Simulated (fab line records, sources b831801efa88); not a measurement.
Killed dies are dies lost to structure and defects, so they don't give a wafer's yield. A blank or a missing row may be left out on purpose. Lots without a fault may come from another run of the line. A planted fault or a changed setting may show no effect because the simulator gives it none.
A struck lot beside a sound one | flow sky130 | 15 steps out of a route of 708
Sound: wafers L106.3, L106.5, L106.6. Struck: wafers L110.2, L110.3, L110.6. The cause comes at the end.
At each step with rows: each side's tool, then ch and its chambers, then its first start. Under that, the readings that differ: sound wafers | struck wafers | difference of the means | sigmas: that difference in standard deviations of wafers without a fault.
alike: readings whose means differ by less than 2 such deviations, and words and numbers that are the same on both sides. not compared: withheld readings, readings that some wafer has no value for, bounds like >300 that may hide the same value, and numbers for which the record gives no deviation and whose values overlap.
The two part at a step that has a row with sigmas, a row that says differs or no value, or rows on one side only. Numbers that don't overlap but have no deviation are shown without sigmas and don't part them. A reading that every wafer of one side lacks parts them only if that side has two wafers or more.

SKY_SONOS_ONO_CD_MEAS_13: target cd 410 nm.
  sound on cd_sem-02, day 13 14:07; struck on cd_sem-02, day 14 19:01
  alike: cd_nm
SKY_SONOS_ONO_OVL_MEAS_14:
  sound on overlay-01, day 13 14:12; struck on overlay-01, day 14 19:07
  alike: SONOS_ONO_OVL
SKY_SONOS_ONO_ETCH_15: etches the open film in CHF3/O2, target depth 19.52 nm, time 7.8 s.
  sound on rie_diel-04 ch 0,3, day 13 14:14; struck on rie_diel-04 ch 1,2,3, day 14 19:09
  alike: drypump_motor_current_A, oes_product_au, throttle_valve_pct
  not compared: rf_hours_counter_h
then, 1 step without rows for these wafers: SKY_SONOS_ONO_WET_ETCH_16 (etches SiO2 in dHF, target depth 14 nm, time 280 s).
SKY_SONOS_ONO_STRIP_17: strips in O2/N2.
  sound on plasma_asher-02 ch 0,1, day 13 14:23; struck on plasma_asher-03 ch 0,1, day 14 19:16
  alike: drypump_motor_current_A, o2_flow_sccm, oes_product_au, strip_time_to_endpoint_s
  not compared: rf_hours_counter_h
then, 3 steps without rows for these wafers: SKY_SONOS_ONO_WET_ETCH_18 (etches Si3N4 in H3PO4, target depth 15 nm, time 172 s); SKY_GATE_OXIDE_CLEAN_00 (cleans in SC1/SC2, time 150 s); SKY_GATE_OXIDE_OXIDATION_01 (stabilise 600 s, purge 300 s, target thk 10.268 nm).
SKY_GATE_OXIDE_THK_MEAS_02:
  sound on film_metro-02, day 13 17:52; struck on film_metro-01, day 14 21:03
  alike: GATE_OXIDE_OXIDATION_00_THK
then, 3 steps without rows for these wafers: SKY_GATE_OXIDE_DEHYDRATE_03 (time 60 s); SKY_GATE_OXIDE_HMDS_04 (prime time 60 s); SKY_GATE_OXIDE_COAT_05 (resist thk 1140 nm).
SKY_GATE_OXIDE_SOFTBAKE_06: time 60 s.
  sound on litho_track-03 ch 0, day 14 06:07; struck on litho_track-03 ch 0, day 15 10:21
  reading                  | sound             | struck            | difference | sigmas
  heater_power_total_W (W) | 56.61 56.59 56.61 | 60.36 60.34 60.33 | +3.74      | +85
  run_length_s (s)         | 89.3 89.5 89.4    | 78.6 78.8 78.6    | -10.7      | -34
then, 1 step without rows for these wafers: SKY_GATE_OXIDE_EXPOSE_07 (exposes mask LVOM, target cd 600 nm).
SKY_PAD_OPEN_PROBE_99:
  the record has rows for the sound wafers here (prober-01, day 46 20:08) and none for the struck ones

WHERE THEY PART
First at SKY_GATE_OXIDE_SOFTBAKE_06; last, within this record, at SKY_PAD_OPEN_PROBE_99.

WHY: what the simulator had put in
Process parameter drift: litho_track-03, from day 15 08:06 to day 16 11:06, at SKY_GATE_OXIDE_SOFTBAKE_06. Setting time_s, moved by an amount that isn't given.
